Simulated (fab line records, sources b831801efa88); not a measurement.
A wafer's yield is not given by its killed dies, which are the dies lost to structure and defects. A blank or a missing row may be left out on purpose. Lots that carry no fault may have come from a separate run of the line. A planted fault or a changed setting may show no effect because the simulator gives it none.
Which tool is to blame? ; flow gf180mcu ; 15 lots, 45 wafers sampled, at 1 step of a route of 602

== WHAT EACH GAUGE READ, for each wafer ==
GF_V4_THK_MEAS_25: measures by xrf. Usual: V4_W_THK gives 358 nm (standard deviation 7.5).
lot;measured;on;V4_W_THK (nm);flag
L127;day 24 11:06;filmMetro-03;352 361 362;
L128;day 25 00:42;filmMetro-03;365 360 354;
L131;day 26 09:49;filmMetro-04;346 346 350;
L132;day 26 11:13;filmMetro-04;345 345 347;
L133;day 26 18:20;filmMetro-01;361 368 368;
L135;day 27 10:32;filmMetro-03;359 355 355;
L136;day 27 12:25;filmMetro-04;353 360 362;
L137;day 27 17:37;filmMetro-04;365 364 361;
L142;day 29 05:37;filmMetro-03;362 358 362;
L144;day 29 22:35;filmMetro-04;362 362 368;
L145;day 29 23:32;filmMetro-01;358 359 361;
L146;day 30 07:11;filmMetro-03;372 371 370;
L148;day 30 21:11;filmMetro-01;357 358 358;
L149;day 31 02:26;filmMetro-01;357 356 355;
L150;day 31 10:41;filmMetro-01;362 366 363;

== WHAT TOOL EACH LOT RAN ON (gives the tool, then ch and the chambers of the sampled wafers, and finally the start) ==
The record holds no process step before these readings.

== WHAT THE TOOLS THEMSELVES READ (means of the sampled wafers that have a number; where no wafer has one, the mark that the record gives instead) ==
The record holds no such reading with a usual standard deviation.

== THE ANSWER, worked out from the rows above alone ==
Rule: take the mean of a lot's wafers that have a number; if it is more than 3 standard deviations from the usual mean, the lot is off. A lot without any number at a reading at which 4 lots or more have one is off too. The other lots that the step has rows for count as sound. First the gauges in route order, then the tools' own readings, where a lot's mean is used as printed above. At the first step where some lot is off, the reading lying furthest off is the one used; lots without a number count as furthest.
None of the lots is off at any reading shown; this tells nothing.

== WHAT THE SIMULATOR HAD INSERTED ==
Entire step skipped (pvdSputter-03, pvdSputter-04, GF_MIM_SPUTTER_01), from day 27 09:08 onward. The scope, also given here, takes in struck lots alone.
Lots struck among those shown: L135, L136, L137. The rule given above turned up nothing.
